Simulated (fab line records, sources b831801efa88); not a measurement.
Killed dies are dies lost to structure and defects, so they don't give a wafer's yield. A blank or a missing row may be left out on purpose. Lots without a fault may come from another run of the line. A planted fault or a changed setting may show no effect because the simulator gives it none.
Which tool did it? | flow gf180mcu | 11 lots, 33 wafers sampled, at 1 step of a route of 602

WHAT THE GAUGES READ, wafer by wafer
GF_STI_BOW_MEAS_00.
lot  | measured    | on            | INCOMING_BOW (um)
L142 | day 1 10:02 | film_metro-03 | -6 10 -3
L143 | day 1 15:00 | film_metro-01 | 7 2 -7
L144 | day 1 20:00 | film_metro-03 | -5 1 -2
L145 | day 2 01:02 | film_metro-01 | 11 1 6
L146 | day 2 06:00 | film_metro-03 | -5 7 -3
L147 | day 2 11:02 | film_metro-03 | 2 9 -2
L148 | day 2 16:00 | film_metro-01 | -3 -1 -6
L149 | day 2 21:02 | film_metro-03 | -12 4 -7
L150 | day 3 02:02 | film_metro-03 | -9 8 7
L151 | day 3 07:00 | film_metro-01 | 9 -10 -5
L152 | day 3 12:01 | film_metro-01 | 1 9 3

WHICH TOOL RAN EACH LOT (tool, then ch and the chambers of the sampled wafers, then the start)
The record holds no process step before these readings.

THE ANSWER, worked out from the rows above alone
Rule: what is usual is taken from the lots themselves. Put in order of their means at a reading, lots are off if they are a third of the lots or fewer, leave a main group of 4 or more, and stand apart from it by a gap of 3 or more times the standard deviation of the main group's means; of several such gaps the widest counts. A main group whose means are all the same, to the digits that the tables above print for the reading, isn't used. A lot without any number at a reading at which 4 lots or more have one is off too. The other lots that the step has rows for count as sound.
No lot is off at any reading shown: from this, nothing can be told.

WHAT THE SIMULATOR HAD PUT IN
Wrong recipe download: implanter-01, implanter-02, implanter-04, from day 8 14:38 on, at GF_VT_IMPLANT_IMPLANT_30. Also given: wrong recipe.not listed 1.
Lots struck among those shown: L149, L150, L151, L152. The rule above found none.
